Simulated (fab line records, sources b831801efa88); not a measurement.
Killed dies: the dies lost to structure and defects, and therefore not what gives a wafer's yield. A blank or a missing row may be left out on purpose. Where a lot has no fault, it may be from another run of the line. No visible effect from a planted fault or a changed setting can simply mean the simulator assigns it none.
Comparing a struck lot with a sound one | flow sfq-line | 15 out of 325 route steps
Sound: the wafers L709.1, L709.2, L709.5. Struck: wafers L722.1, L722.3 (left out: L722.4, a lot-mate that was not struck); the cause follows at the end.
Order at every step that has rows: each side's tool, ch and its chambers, its first start. Under that, the readings that differ: sound wafers | struck wafers | difference of the means | sigmas: that difference in standard deviations of wafers without a fault.
alike: same words and numbers on both sides, and readings whose means sit less than 2 such deviations apart. not compared: any withheld reading, any reading some wafer has no value for, any bound like >300 that may hide the same value, and any number with overlapping values for which the record gives no deviation.
A row with sigmas, a row that says differs or no value, or rows on one side alone: a step with any of these is where the two part. Numbers that have no deviation but don't overlap get no sigmas and don't part them. A reading that every wafer of one side lacks parts them only if that side has two wafers or more.

first, 1 step without rows for these wafers: SFQ_TRILAYER_M3_STRIP_SOLV_CLEAN_080 (cleans in NMP, time 600 s).
SFQ_TRILAYER_I3_DEP_PECVD_081: deposits SiO2 from SiH4/N2O, time 111.11 s, target thk 500 nm.
  sound on pecvd-02 ch 1,2, day 26 19:59; struck on pecvd-02 ch 0,1, day 39 05:26
  alike: heater-power-w, rf-fwd-power-W, susceptor-temp-C, throttle-valve-pct
SFQ_TRILAYER_I3_CMP_CMP_082: polishes SiO2.
  sound on cmp-02 ch 1,2, day 28 10:08; struck on cmp-02 ch 0,1, day 39 07:43
  alike: motor-current-A, time-to-endpoint-s
SFQ_I3_BOW_MEAS_922:
  struck on film-metro-02, day 39 10:43; sound on film-metro-02, day 28 13:08
  alike: I3_BOW
SFQ_TRILAYER_I3_METRO_MEASURE_083:
  struck on film-metro-02, day 39 10:50; sound on film-metro-02, day 28 13:15
  alike: thk-nm
then, 6 steps without rows for these wafers: SFQ_TRILAYER_I3_VIA_LITHO_COAT_090 (resist thk 62 nm); SFQ_TRILAYER_I3_VIA_LITHO_COAT_085 (resist thk 650 nm); SFQ_TRILAYER_I3_VIA_LITHO_SOFTBAKE_089; SFQ_TRILAYER_I3_VIA_LITHO_EXPOSE_086 (exposes mask I3, target cd 500 nm); SFQ_TRILAYER_I3_VIA_LITHO_PEB_088 (peb time 60 s); SFQ_TRILAYER_I3_VIA_LITHO_DEVELOP_087 (time 60 s).
SFQ_I3_OVL_MEAS_923:
  struck on overlay-02, day 39 14:17; sound on overlay-01, day 34 14:32
  alike: I3_OVL
SFQ_TRILAYER_I3_VIA_BARC_OPEN_VIA_ETCH_121: etches BARC in O2, target depth 125 nm, time 41.7 s.
  sound on rie-diel-04 ch 1,2, day 34 14:34; struck on rie-diel-04 ch 0,1, day 39 14:20
  reading                                                 | sound             | struck      | difference | sigmas
  oes-product-au (a.u.)                                   | 0.686 0.686 0.692 | 0.591 0.599 | -0.093     | -19
  run-length-s (s)                                        | 69.3 70.0 69.4    | 87.3 88.0   | +18.1      | +39
  model.KrF_of_TRILAYER_I3_VIA_LITHO_COAT_085.thk-nm (nm) | 570.5 572.7 571   | 549.1 549.6 | -22.0      |
  alike: drypump-motor-current-A, rf-fwd-power-W
  not compared: rf-hours-counter-h
SFQ_TRILAYER_I3_VIA_ETCH_VIA_ETCH_088: etches SiO2 in CHF3, stops on Nb, target depth 260 nm.
  sound on rie-diel-04 ch 1,2, day 34 14:37; struck on rie-diel-04 ch 0,1, day 39 14:22
  reading                                                 | sound           | struck    | difference | sigmas
  model.KrF_of_TRILAYER_I3_VIA_LITHO_COAT_085.thk-nm (nm) | 525.5 527.8 526 | 504 505.3 | -22        |
  alike: drypump-motor-current-A, oes-product-au, rf-fwd-power-W
SFQ_TRILAYER_I3_VIA_STRIP_STRIP_089: strips in O2.
  sound on rie-metal-03 ch 0,1, day 34 14:44; struck on rie-metal-01 ch 1, day 39 14:29
  alike: drypump-motor-current-A, oes-product-au
  not compared: rf-hours-counter-h

## WHERE THEY PART
Only at SFQ_TRILAYER_I3_VIA_BARC_OPEN_VIA_ETCH_121, as far as this record shows. Later steps at which nothing parts them and some readings are alike: SFQ_TRILAYER_I3_VIA_ETCH_VIA_ETCH_088, SFQ_TRILAYER_I3_VIA_STRIP_STRIP_089.

WHY: what the simulator had put in
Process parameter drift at SFQ_TRILAYER_I3_VIA_BARC_OPEN_VIA_ETCH_121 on rie-diel-04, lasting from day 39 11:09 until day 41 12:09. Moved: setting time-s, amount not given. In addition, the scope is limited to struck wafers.
